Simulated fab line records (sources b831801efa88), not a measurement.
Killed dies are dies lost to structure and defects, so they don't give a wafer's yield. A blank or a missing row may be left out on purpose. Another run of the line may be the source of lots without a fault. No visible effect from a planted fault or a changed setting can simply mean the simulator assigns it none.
Which of the tools did it? | flow gf180mcu | 14 lots with 40 wafers sampled at 4 steps, on a route of 602 steps

WHAT THE GAUGES READ, wafer by wafer
GF_STI_THK_MEAS_30. Usual: STI_OXIDATION_02_THK 10.02 nm, standard deviation 0.17.
lot  | measured    | on            | STI_OXIDATION_02_THK (nm) | flag
L331 | day 2 06:02 | film metro-02 | 10.31 10.00 10.33         |
L332 | day 2 10:52 | film metro-02 | 10.20 10.09 10.13         |
L333 | day 2 17:20 | film metro-02 | 10.03 10.24 10.16         |
L334 | day 2 21:09 | film metro-03 | 10.28 10.05 10.07         |
L335 | day 3 04:32 | film metro-02 | 10.14 10.15 10.19         |
L336 | day 3 07:37 | film metro-02 | 10.07 10.09 10.06         |
L338 | day 3 18:38 | film metro-02 | 10.02 10.01 9.86          |
L339 | day 3 22:58 | film metro-01 | 9.88 9.86 9.73            |
L341 | day 4 09:41 | film metro-01 | 9.94 9.87 9.85            |
L343 | day 4 20:16 | film metro-02 | 9.77 9.96                 |
L344 | day 5 02:25 | film metro-01 | 10.02 10.11               |
L345 | day 5 11:00 | film metro-01 | 9.97 10.10 9.80           |
L346 | day 5 18:43 | film metro-03 | 9.71 9.93 10.03           |
L353 | day 7 09:13 | film metro-02 | 10.13 9.97 9.95           |

GF_NSD_OVL_MEAS_08. Usual: NSD_OVL 0.5 nm, standard deviation 1.5.
lot  | measured     | on         | NSD_OVL (nm)  | flag
L331 | day 13 06:20 | overlay-02 | 2.1 0.8 -0.7  |
L332 | day 13 13:18 | overlay-01 | 2.1 1.2 0.0   |
L333 | day 13 23:35 | overlay-02 | 0.6 1.9 2.6   |
L334 | day 14 06:51 | overlay-01 | 1.8 1.7 2.0   |
L335 | day 14 19:27 | overlay-02 | 0.3 1.8 2.3   |
L336 | day 14 19:43 | overlay-01 | 1.9 2.1 1.9   |
L338 | day 15 08:47 | overlay-01 | -1.3 0.3 0.7  |
L339 | day 15 15:43 | overlay-02 | -3.0 1.0 -1.2 |
L341 | day 16 08:49 | overlay-01 | -0.1 1.7 1.4  |
L343 | day 17 11:24 | overlay-01 | -0.4 -1.5     |
L344 | day 17 12:49 | overlay-01 | 1.8 1.0       |
L345 | day 18 04:13 | overlay-02 | -1.9 2.1 -0.4 |
L346 | day 18 22:33 | overlay-01 | 0.9 1.2 1.8   |
L353 | day 21 15:05 | overlay-02 | -1.1 -2.0 2.0 |

WHAT TOOL EACH LOT RAN ON (gives the tool, then ch and the chambers of the sampled wafers, and finally the start)
lot  | GF_MVPSD_COAT_02                  | GF_MVPSD_STRIP_10
L331 | litho track-03 ch 0, day 4 17:54  | plasma asher-02 ch 0,1, day 5 01:10
L332 | litho track-02 ch 0, day 5 00:11  | plasma asher-04 ch 0,1, day 5 07:49
L333 | litho track-03 ch 0, day 5 06:46  | plasma asher-04 ch 0,1, day 5 14:34
L334 | litho track-01 ch 0, day 5 10:26  | plasma asher-04 ch 0,1, day 5 17:35
L335 | litho track-01 ch 0, day 5 18:08  | plasma asher-02 ch 0,1, day 6 01:25
L336 | litho track-03 ch 0, day 5 22:27  | plasma asher-04 ch 0,1, day 6 05:43
L338 | litho track-01 ch 0, day 6 09:38  | plasma asher-02 ch 0,1, day 6 16:49
L339 | litho track-02 ch 0, day 6 13:17  | plasma asher-03 ch 0, day 6 20:55
L341 | litho track-03 ch 0, day 7 01:42  | plasma asher-04 ch 0,1, day 7 09:06
L343 | litho track-02 ch 0, day 7 12:34  | plasma asher-04 ch 0,1, day 7 20:58
L344 | litho track-02 ch 0, day 7 19:38  | plasma asher-03 ch 0,1, day 8 04:37
L345 | litho track-03 ch 0, day 8 05:10  | plasma asher-04 ch 0,1, day 8 13:23
L346 | litho track-03 ch 0, day 8 13:21  | plasma asher-04 ch 1, day 8 21:46
L353 | litho track-01 ch 0, day 10 12:26 | plasma asher-02 ch 0,1, day 10 22:01
- GF_MVPSD_COAT_02: resist thk 3000 nm.
- GF_MVPSD_STRIP_10: strips in O2/N2.

WHAT THE TOOLS THEMSELVES READ (means of the sampled wafers that have a number; where no wafer has one, the mark that the record gives instead)
GF_MVPSD_STRIP_10. Usual: drypump motor current A 5.5 A, standard deviation 0.6; heater power w 352 W, standard deviation 35; oes product au 0.722 a.u., standard deviation 0.0044; strip time to endpoint s 36.93 s, standard deviation 0.1.
lot  | tool            | drypump motor current A (A) | heater power w (W) | oes product au (a.u.) | strip time to endpoint s (s) | flag
L331 | plasma asher-02 | 5.4                         | 329                | 0.721                 | 36.93                        |
L332 | plasma asher-04 | 5.8                         | 353                | 0.720                 | 37.07                        |
L333 | plasma asher-04 | 5.3                         | 378                | 0.721                 | 36.99                        |
L334 | plasma asher-04 | 5.3                         | 381                | 0.723                 | 37.08                        |
L335 | plasma asher-02 | 5.4                         | 325                | 0.724                 | 37.04                        |
L336 | plasma asher-04 | 5.8                         | 355                | 0.719                 | 36.95                        |
L338 | plasma asher-02 | 5.4                         | 319                | 0.719                 | 36.98                        |
L339 | plasma asher-03 | 5.5                         | 372                | 0.721                 | 36.90                        |
L341 | plasma asher-04 | 5.8                         | 360                | 0.728                 | 36.88                        |
L343 | plasma asher-04 | 5.5                         | 370                | 0.722                 | 28.59                        | OFF
L344 | plasma asher-03 | 5.4                         | 344                | 0.718                 | 28.58                        | OFF
L345 | plasma asher-04 | 5.3                         | 379                | 0.720                 | 36.92                        |
L346 | plasma asher-04 | 4.8                         | 408                | 0.721                 | 36.87                        |
L353 | plasma asher-02 | 5.4                         | 325                | 0.729                 | 37.05                        |

THE ANSWER, worked out from the rows above alone
Rule: take the mean of a lot's wafers that have a number; if it is more than 3 standard deviations from the usual mean, the lot is off. A lot without any number at a reading at which 4 lots or more have one is off too. Any other lot the step has rows for is counted as sound. The gauges are gone through in route order, then the tools' own readings, and for those a lot's mean is taken as printed above. The first step at which some lot is off is used, and at that step the reading that is off furthest; a lot without a number counts as furthest.
Off at GF_MVPSD_STRIP_10 (strip time to endpoint s): L343, L344.
A tool fits if, at that step or a process step before it, it ran every lot that is off, and no sound lot after the first of them. One fits: litho track-02 at GF_MVPSD_COAT_02. A fault onset in the window from L339 (day 6 13:17, its last sound lot) to L343 (day 7 12:34, its first lot off) fits.

WHAT THE SIMULATOR HAD PUT IN
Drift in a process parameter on litho track-02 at GF_MVPSD_COAT_02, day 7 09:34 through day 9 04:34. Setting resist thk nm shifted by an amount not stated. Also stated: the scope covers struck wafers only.
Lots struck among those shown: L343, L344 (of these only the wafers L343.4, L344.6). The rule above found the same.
